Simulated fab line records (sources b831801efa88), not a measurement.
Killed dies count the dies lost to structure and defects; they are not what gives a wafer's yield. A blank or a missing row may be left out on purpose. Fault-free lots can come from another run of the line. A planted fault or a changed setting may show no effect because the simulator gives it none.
fab line records	flow sky130
record lots=24	wafers=72	last_day=50
route steps=708 shown FIELD_ISO@14 VT_ADJUST_HVTP@92 VT_ADJUST_LVTN@107 VT_ADJUST_NCORE@127 GATE_OXIDE@201 CONTACT@421
lots untouched by any fault: they come from a run of this same line in which no faults occurred
start_h: the number of hours between the record's first day and the start of the first shown wafer of the lot	wait_h: how many hours have passed since the lot's step before this one	" as in the row above	L1.1+2: a single row standing in for several wafers	- value missing, or start not given	* or withheld: withheld	< > ~ a bound
route shown NAME@n: names a module that has steps shown in the file, with the first one's number in the route	usual: mean/standard deviation taken from wafers without a fault	same: alike in all rows	chamber/n: place in a boat	sites: each site's reading	_std_site: their standard deviation	_edge_site: outer sites' mean less inner sites'	radius_mm: how far each site lies from the wafer's centre	mask NAME#n: copy n	behind: the last tool/chamber to shape the wafer	hold: why the lot was held/for how many hours/how that ended	device: names the non-switching transistor (n, p or np)	end of line: at the end of the route, the tests of the same wafers	for a step that has no rows: nothing shown but its recipe	killed: dies lost to structure and defects at the first sort, not the wafer's yield	map: the dies of a wafer, with x for killed, . for not killed, _ for no die there
set.NAME: the setting that was run; set.NAME@STEP: the one run at that earlier step	model.NAME: the simulator's own value behind a step, which no gauge read
the route's steps for a sample of lots (tables are steps, rows are wafers)
## steps
# step SKY_FIELD_ISO_CD_MEAS_13
# recipe target_cd_nm=150
# usual cd_nm=149.9/1.6
lot.wafer	tool	chamber	start_h	wait_h	cd_nm
L074.1	cd_sem-02	-	30.98	-	147.0
L074.2	"	-	"	"	147.7
L074.5	"	-	"	"	149.5
L075.1	cd_sem-02	-	34.93	-	149.1
L075.2	"	-	"	"	150.1
L075.4	"	-	"	"	149.0
L076.3	cd_sem-02	-	40.07	-	149.0
L076.5	"	-	"	"	149.0
L076.6	"	-	"	"	148.9
L077.1	cd_sem-02	-	46.03	-	151.5
L077.4	"	-	"	"	151.9
L077.5	"	-	"	"	151.0
L078.2	cd_sem-02	-	49.39	-	152.3
L078.3	"	-	"	"	152.4
L078.5	"	-	"	"	150.5
L079.2	cd_sem-02	-	53.94	-	151.6
L079.4	"	-	"	"	151.5
L079.6	"	-	"	"	151.0
L080.1	cd_sem-02	-	58.98	-	151.8
L080.2	"	-	"	"	151.4
L080.4	"	-	"	"	151.9
L081.4	cd_sem-01	-	66.98	-	147.8
L081.5	"	-	"	"	147.0
L081.6	"	-	"	"	146.2
L082.1	cd_sem-02	-	69.87	-	148.2
L082.2	"	-	"	"	149.2
L082.6	"	-	"	"	148.8
L083.2	cd_sem-02	-	74.94	-	149.2
L083.3	"	-	"	"	150.5
L083.5	"	-	"	"	150.0
L084.2	cd_sem-01	-	81.24	-	147.7
L084.4	"	-	"	"	147.4
L084.6	"	-	"	"	148.1
L085.3	cd_sem-01	-	86.46	-	152.2
L085.4	"	-	"	"	151.9
L085.6	"	-	"	"	150.6
L086.1	cd_sem-02	-	91.28	-	148.8
L086.4	"	-	"	"	150.5
L086.5	"	-	"	"	149.8
L087.2	cd_sem-01	-	95.80	-	149.4
L087.3	"	-	"	"	150.8
L087.5	"	-	"	"	150.2
L088.1	cd_sem-01	-	101.73	-	148.8
L088.3	"	-	"	"	150.0
L088.4	"	-	"	"	147.9
L089.2	cd_sem-02	-	107.75	-	146.7
L089.3	"	-	"	"	147.5
L089.4	"	-	"	"	148.3
L090.2	cd_sem-01	-	111.79	-	149.9
L090.4	"	-	"	"	150.6
L090.6	"	-	"	"	149.7
L091.1	cd_sem-01	-	116.37	-	153.0
L091.3	"	-	"	"	152.1
L091.4	"	-	"	"	151.4
L092.1	cd_sem-01	-	121.22	-	149.4
L092.4	"	-	"	"	151.7
L092.5	"	-	"	"	149.6
L093.1	cd_sem-02	-	130.27	-	149.7
L093.2	"	-	"	"	148.0
L093.4	"	-	"	"	148.6
L094.1	cd_sem-02	-	137.93	-	149.9
L094.4	"	-	"	"	150.3
L094.5	"	-	"	"	150.2
L095.2	cd_sem-02	-	142.30	-	150.1
L095.3	"	-	"	"	150.6
L095.4	"	-	"	"	150.8
L096.1	cd_sem-01	-	147.02	-	149.9
L096.2	"	-	"	"	150.1
L096.4	"	-	"	"	149.2
L097.1	cd_sem-01	-	149.98	-	148.8
L097.4	"	-	"	"	151.5
L097.6	"	-	"	"	149.5
# step SKY_VT_ADJUST_HVTP_CD_MEAS_07
# recipe target_cd_nm=380
# usual cd_nm=378.8/2.7
lot.wafer	tool	chamber	start_h	wait_h	cd_nm
L074.1	cd_sem-02	-	123.27	0.1	378.5
L074.2	"	-	"	"	375.7
L074.5	"	-	"	"	379.9
L075.1	cd_sem-02	-	129.33	0.1	380.4
L075.2	"	-	"	"	380.6
L075.4	"	-	"	"	381.4
L076.3	cd_sem-01	-	137.81	0.1	373.6
L076.5	"	-	"	"	374.9
L076.6	"	-	"	"	376.1
L077.1	cd_sem-01	-	143.87	0.1	378.9
L077.4	"	-	"	"	382.0
L077.5	"	-	"	"	379.4
L078.2	cd_sem-02	-	148.54	0.1	377.7
L078.3	"	-	"	"	378.7
L078.5	"	-	"	"	376.5
L079.2	cd_sem-01	-	151.55	0.1	381.7
L079.4	"	-	"	"	382.4
L079.6	"	-	"	"	383.1
L080.1	cd_sem-02	-	161.32	0.1	375.4
L080.2	"	-	"	"	374.2
L080.4	"	-	"	"	374.9
L081.4	cd_sem-02	-	168.47	0.1	380.2
L081.5	"	-	"	"	377.7
L081.6	"	-	"	"	381.9
L082.1	cd_sem-01	-	170.22	0.1	379.9
L082.2	"	-	"	"	382.7
L082.6	"	-	"	"	382.4
L083.2	cd_sem-02	-	175.99	0.1	379.8
L083.3	"	-	"	"	381.7
L083.5	"	-	"	"	378.9
L084.2	cd_sem-01	-	183.79	0.1	375.9
L084.4	"	-	"	"	376.6
L084.6	"	-	"	"	377.5
L085.3	cd_sem-02	-	192.27	0.1	378.9
L085.4	"	-	"	"	376.3
L085.6	"	-	"	"	375.2
L086.1	cd_sem-02	-	195.08	0.1	378.3
L086.4	"	-	"	"	377.6
L086.5	"	-	"	"	378.0
L087.2	cd_sem-02	-	202.48	0.1	381.7
L087.3	"	-	"	"	380.8
L087.5	"	-	"	"	382.1
L088.1	cd_sem-01	-	211.87	0.1	375.2
L088.3	"	-	"	"	373.6
L088.4	"	-	"	"	374.1
L089.2	cd_sem-01	-	221.33	0.1	381.6
L089.3	"	-	"	"	379.9
L089.4	"	-	"	"	380.1
L090.2	cd_sem-01	-	227.94	0.1	380.7
L090.4	"	-	"	"	379.4
L090.6	"	-	"	"	379.9
L091.1	cd_sem-02	-	228.01	0.1	377.6
L091.3	"	-	"	"	379.9
L091.4	"	-	"	"	379.7
L092.1	cd_sem-01	-	231.36	0.1	378.8
L092.4	"	-	"	"	375.9
L092.5	"	-	"	"	381.5
L093.1	cd_sem-02	-	242.56	0.1	382.6
L093.2	"	-	"	"	381.6
L093.4	"	-	"	"	386.0
L094.1	cd_sem-01	-	250.92	0.1	379.2
L094.4	"	-	"	"	378.3
L094.5	"	-	"	"	377.9
L095.2	cd_sem-02	-	259.43	0.1	379.5
L095.3	"	-	"	"	378.3
L095.4	"	-	"	"	377.4
L096.1	cd_sem-01	-	266.71	0.1	375.5
L096.2	"	-	"	"	376.0
L096.4	"	-	"	"	375.1
L097.1	cd_sem-02	-	274.17	0.1	381.3
L097.4	"	-	"	"	379.5
L097.6	"	-	"	"	380.1
# step SKY_VT_ADJUST_LVTN_TW_MEAS_10
# usual VT_ADJUST_LVTN_TW=241/3.5
lot.wafer	tool	chamber	start_h	wait_h	VT_ADJUST_LVTN_TW
L074.1	film_metro-02	-	142.95	0.1	236
L074.2	"	-	"	"	237
L074.5	"	-	"	"	236
L075.1	film_metro-02	-	149.80	0.1	238
L075.2	"	-	"	"	238
L075.4	"	-	"	"	238
L076.3	film_metro-03	-	158.02	0.1	241
L076.5	"	-	"	"	241
L076.6	"	-	"	"	241
L077.1	film_metro-03	-	163.92	0.1	241
L077.4	"	-	"	"	241
L077.5	"	-	"	"	241
L078.2	film_metro-04	-	169.16	0.1	246
L078.3	"	-	"	"	246
L078.5	"	-	"	"	246
L079.2	film_metro-03	-	171.36	0.1	241
L079.4	"	-	"	"	242
L079.6	"	-	"	"	242
L080.1	film_metro-04	-	182.73	0.1	246
L080.2	"	-	"	"	247
L080.4	"	-	"	"	246
L081.4	film_metro-04	-	189.91	0.1	246
L081.5	"	-	"	"	246
L081.6	"	-	"	"	245
L082.1	film_metro-03	-	192.22	0.1	241
L082.2	"	-	"	"	241
L082.6	"	-	"	"	239
L083.2	film_metro-03	-	197.82	0.1	240
L083.3	"	-	"	"	241
L083.5	"	-	"	"	242
L084.2	film_metro-04	-	205.44	0.1	246
L084.4	"	-	"	"	244
L084.6	"	-	"	"	245
L085.3	film_metro-04	-	215.32	0.1	245
L085.4	"	-	"	"	244
L085.6	"	-	"	"	244
L086.1	film_metro-02	-	217.87	0.1	237
L086.4	"	-	"	"	238
L086.5	"	-	"	"	237
L087.2	film_metro-02	-	225.43	0.1	238
L087.3	"	-	"	"	236
L087.5	"	-	"	"	236
L088.1	film_metro-03	-	234.92	0.1	240
L088.3	"	-	"	"	242
L088.4	"	-	"	"	240
L089.2	film_metro-04	-	244.69	0.1	246
L089.3	"	-	"	"	246
L089.4	"	-	"	"	246
L090.2	film_metro-03	-	251.51	0.1	240
L090.4	"	-	"	"	241
L090.6	"	-	"	"	240
L091.1	film_metro-02	-	251.67	0.1	237
L091.3	"	-	"	"	237
L091.4	"	-	"	"	237
L092.1	film_metro-02	-	255.27	0.1	236
L092.4	"	-	"	"	237
L092.5	"	-	"	"	236
L093.1	film_metro-04	-	266.70	0.1	247
L093.2	"	-	"	"	246
L093.4	"	-	"	"	246
L094.1	film_metro-03	-	275.90	0.1	240
L094.4	"	-	"	"	241
L094.5	"	-	"	"	240
L095.2	film_metro-03	-	283.74	0.1	242
L095.3	"	-	"	"	240
L095.4	"	-	"	"	241
L096.1	film_metro-03	-	291.03	0.1	242
L096.2	"	-	"	"	242
L096.4	"	-	"	"	241
L097.1	film_metro-02	-	299.35	0.1	238
L097.4	"	-	"	"	236
L097.6	"	-	"	"	238
# step SKY_VT_ADJUST_NCORE_OVL_MEAS_08
# usual VT_ADJUST_NCORE_OVL=0.3/1.3
lot.wafer	tool	chamber	start_h	wait_h	VT_ADJUST_NCORE_OVL[nm]
L074.1	overlay-01	-	182.69	0.1	1.4
L074.2	"	-	"	"	2.7
L074.5	"	-	"	"	0.4
L075.1	overlay-02	-	190.74	0.1	1.0
L075.2	"	-	"	"	1.1
L075.4	"	-	"	"	0.9
L076.3	overlay-02	-	198.71	0.1	-1.8
L076.5	"	-	"	"	-0.6
L076.6	"	-	"	"	0.0
L077.1	overlay-02	-	205.56	0.1	0.0
L077.4	"	-	"	"	1.9
L077.5	"	-	"	"	1.4
L078.2	overlay-02	-	212.65	0.1	1.8
L078.3	"	-	"	"	0.7
L078.5	"	-	"	"	0.9
L079.2	overlay-02	-	215.86	0.1	1.9
L079.4	"	-	"	"	0.4
L079.6	"	-	"	"	-1.0
L080.1	overlay-01	-	226.61	0.1	0.4
L080.2	"	-	"	"	1.9
L080.4	"	-	"	"	1.9
L081.4	overlay-02	-	233.01	0.1	2.0
L081.5	"	-	"	"	0.1
L081.6	"	-	"	"	0.0
L082.1	overlay-02	-	236.15	0.1	-0.2
L082.2	"	-	"	"	0.3
L082.6	"	-	"	"	-0.7
L083.2	overlay-02	-	241.65	0.1	-0.6
L083.3	"	-	"	"	0.1
L083.5	"	-	"	"	-2.3
L084.2	overlay-01	-	250.72	0.1	-0.2
L084.4	"	-	"	"	2.5
L084.6	"	-	"	"	0.0
L085.3	overlay-02	-	261.12	0.1	0.0
L085.4	"	-	"	"	1.4
L085.6	"	-	"	"	-2.3
L086.1	overlay-02	-	264.24	0.1	-2.1
L086.4	"	-	"	"	0.6
L086.5	"	-	"	"	-1.4
L087.2	overlay-02	-	272.25	0.1	0.1
L087.3	"	-	"	"	0.2
L087.5	"	-	"	"	-0.9
L088.1	overlay-02	-	283.00	0.1	1.1
L088.3	"	-	"	"	-0.6
L088.4	"	-	"	"	0.1
L089.2	overlay-01	-	292.07	0.1	0.5
L089.3	"	-	"	"	-2.2
L089.4	"	-	"	"	-0.7
L090.2	overlay-02	-	300.82	0.1	-0.5
L090.4	"	-	"	"	-0.3
L090.6	"	-	"	"	0.1
L091.1	overlay-02	-	300.93	0.1	1.0
L091.3	"	-	"	"	2.5
L091.4	"	-	"	"	0.8
L092.1	overlay-01	-	304.34	0.1	3.6
L092.4	"	-	"	"	1.4
L092.5	"	-	"	"	0.1
L093.1	overlay-01	-	316.09	0.1	-0.7
L093.2	"	-	"	"	0.8
L093.4	"	-	"	"	-1.0
L094.1	overlay-02	-	326.10	0.1	-0.9
L094.4	"	-	"	"	-0.4
L094.5	"	-	"	"	-0.1
L095.2	overlay-02	-	334.42	0.1	1.4
L095.3	"	-	"	"	2.3
L095.4	"	-	"	"	1.5
L096.1	overlay-01	-	343.05	0.1	1.5
L096.2	"	-	"	"	-1.1
L096.4	"	-	"	"	-1.9
L097.1	overlay-02	-	351.79	0.1	3.1
L097.4	"	-	"	"	2.2
L097.6	"	-	"	"	1.9
# step SKY_GATE_OXIDE_TW_MEAS_14
# usual GATE_OXIDE_TW=222.9/1.7
lot.wafer	tool	chamber	start_h	wait_h	GATE_OXIDE_TW
L074.1	film_metro-01	-	307.70	0.1	224.3
L074.2	"	-	"	"	223.5
L074.5	"	-	"	"	223.2
L075.1	film_metro-01	-	318.06	0.1	222.6
L075.2	"	-	"	"	224.4
L075.4	"	-	"	"	223.8
L076.3	film_metro-03	-	326.48	0.1	223.4
L076.5	"	-	"	"	224.8
L076.6	"	-	"	"	224.1
L077.1	film_metro-02	-	337.01	0.1	220.2
L077.4	"	-	"	"	220.4
L077.5	"	-	"	"	219.4
L078.2	film_metro-01	-	344.69	0.1	222.8
L078.3	"	-	"	"	223.5
L078.5	"	-	"	"	223.3
L079.2	film_metro-03	-	350.57	0.1	222.9
L079.4	"	-	"	"	223.1
L079.6	"	-	"	"	222.9
L080.1	film_metro-01	-	364.60	0.1	224.3
L080.2	"	-	"	"	224.5
L080.4	"	-	"	"	224.6
L081.4	film_metro-02	-	372.33	0.1	221.1
L081.5	"	-	"	"	222.2
L081.6	"	-	"	"	222.1
L082.1	film_metro-01	-	377.70	0.1	225.6
L082.2	"	-	"	"	225.2
L082.6	"	-	"	"	223.7
L083.2	film_metro-01	-	378.69	0.1	224.5
L083.3	"	-	"	"	224.5
L083.5	"	-	"	"	224.5
L084.2	film_metro-01	-	392.19	0.1	223.2
L084.4	"	-	"	"	223.4
L084.6	"	-	"	"	224.4
L085.3	film_metro-02	-	402.05	0.1	221.4
L085.4	"	-	"	"	220.0
L085.6	"	-	"	"	220.4
L086.1	film_metro-03	-	405.98	0.1	222.0
L086.4	"	-	"	"	221.4
L086.5	"	-	"	"	221.5
L087.2	film_metro-02	-	415.24	0.1	221.0
L087.3	"	-	"	"	220.3
L087.5	"	-	"	"	219.8
L088.1	film_metro-01	-	428.08	0.1	222.4
L088.3	"	-	"	"	224.2
L088.4	"	-	"	"	223.7
L089.2	film_metro-01	-	438.74	0.1	222.6
L089.3	"	-	"	"	222.7
L089.4	"	-	"	"	224.1
L090.2	film_metro-01	-	451.00	0.1	224.8
L090.4	"	-	"	"	222.1
L090.6	"	-	"	"	222.8
L091.1	film_metro-02	-	451.17	0.1	218.3
L091.3	"	-	"	"	219.5
L091.4	"	-	"	"	218.9
L092.1	film_metro-01	-	456.05	0.1	224.3
L092.4	"	-	"	"	224.1
L092.5	"	-	"	"	224.4
L093.1	film_metro-03	-	469.11	0.1	223.1
L093.2	"	-	"	"	222.8
L093.4	"	-	"	"	223.6
L094.1	film_metro-01	-	480.82	0.1	224.9
L094.4	"	-	"	"	225.6
L094.5	"	-	"	"	224.6
L095.2	film_metro-03	-	492.16	0.1	225.0
L095.3	"	-	"	"	225.4
L095.4	"	-	"	"	223.4
L096.1	film_metro-02	-	499.76	0.1	220.3
L096.2	"	-	"	"	219.4
L096.4	"	-	"	"	221.0
L097.1	film_metro-03	-	511.16	0.1	223.7
L097.4	"	-	"	"	222.9
L097.6	"	-	"	"	222.2
# step SKY_CONTACT_OVL_MEAS_15
# usual CONTACT_OVL=2/5.2
lot.wafer	tool	chamber	start_h	wait_h	CONTACT_OVL[nm]
L074.1	overlay-01	-	734.58	0.1	-1
L074.2	"	-	"	"	2
L074.5	"	-	"	"	3
L075.1	overlay-01	-	745.10	0.1	-6
L075.2	"	-	"	"	-2
L075.4	"	-	"	"	-2
L076.3	overlay-02	-	753.21	0.1	2
L076.5	"	-	"	"	-7
L076.6	"	-	"	"	-4
L077.1	overlay-01	-	767.86	0.1	7
L077.4	"	-	"	"	3
L077.5	"	-	"	"	0
L078.2	overlay-01	-	769.61	0.1	0
L078.3	"	-	"	"	-8
L078.5	"	-	"	"	-2
L079.2	overlay-02	-	778.82	0.1	1
L079.4	"	-	"	"	9
L079.6	"	-	"	"	5
L080.1	overlay-02	-	787.36	0.1	-2
L080.2	"	-	"	"	-2
L080.4	"	-	"	"	-1
L081.4	overlay-01	-	793.97	0.1	5
L081.5	"	-	"	"	1
L081.6	"	-	"	"	5
L082.1	overlay-02	-	797.78	0.1	-3
L082.2	"	-	"	"	-7
L082.6	"	-	"	"	-12
L083.2	overlay-01	-	805.94	0.1	8
L083.3	"	-	"	"	6
L083.5	"	-	"	"	5
L084.2	overlay-01	-	814.69	0.1	-5
L084.4	"	-	"	"	1
L084.6	"	-	"	"	7
L085.3	overlay-02	-	827.48	0.1	2
L085.4	"	-	"	"	2
L085.6	"	-	"	"	3
L086.1	overlay-01	-	828.90	0.1	5
L086.4	"	-	"	"	5
L086.5	"	-	"	"	10
L087.2	overlay-02	-	834.65	0.1	2
L087.3	"	-	"	"	4
L087.5	"	-	"	"	8
L088.1	overlay-01	-	847.80	0.1	-4
L088.3	"	-	"	"	1
L088.4	"	-	"	"	4
L089.2	overlay-02	-	854.54	0.1	-7
L089.3	"	-	"	"	-5
L089.4	"	-	"	"	-4
L090.2	overlay-01	-	863.71	0.1	1
L090.4	"	-	"	"	6
L090.6	"	-	"	"	1
L091.1	overlay-01	-	867.36	0.1	-3
L091.3	"	-	"	"	1
L091.4	"	-	"	"	2
L092.1	overlay-01	-	868.39	0.1	7
L092.4	"	-	"	"	5
L092.5	"	-	"	"	6
L093.1	overlay-01	-	879.29	0.1	12
L093.2	"	-	"	"	2
L093.4	"	-	"	"	9
L094.1	overlay-01	-	886.50	0.1	2
L094.4	"	-	"	"	3
L094.5	"	-	"	"	2
L095.2	overlay-02	-	899.36	0.1	5
L095.3	"	-	"	"	4
L095.4	"	-	"	"	6
L096.1	overlay-02	-	903.40	0.1	4
L096.2	"	-	"	"	3
L096.4	"	-	"	"	-8
L097.1	overlay-02	-	916.34	0.1	5
L097.4	"	-	"	"	-3
L097.6	"	-	"	"	2
## key
fault none
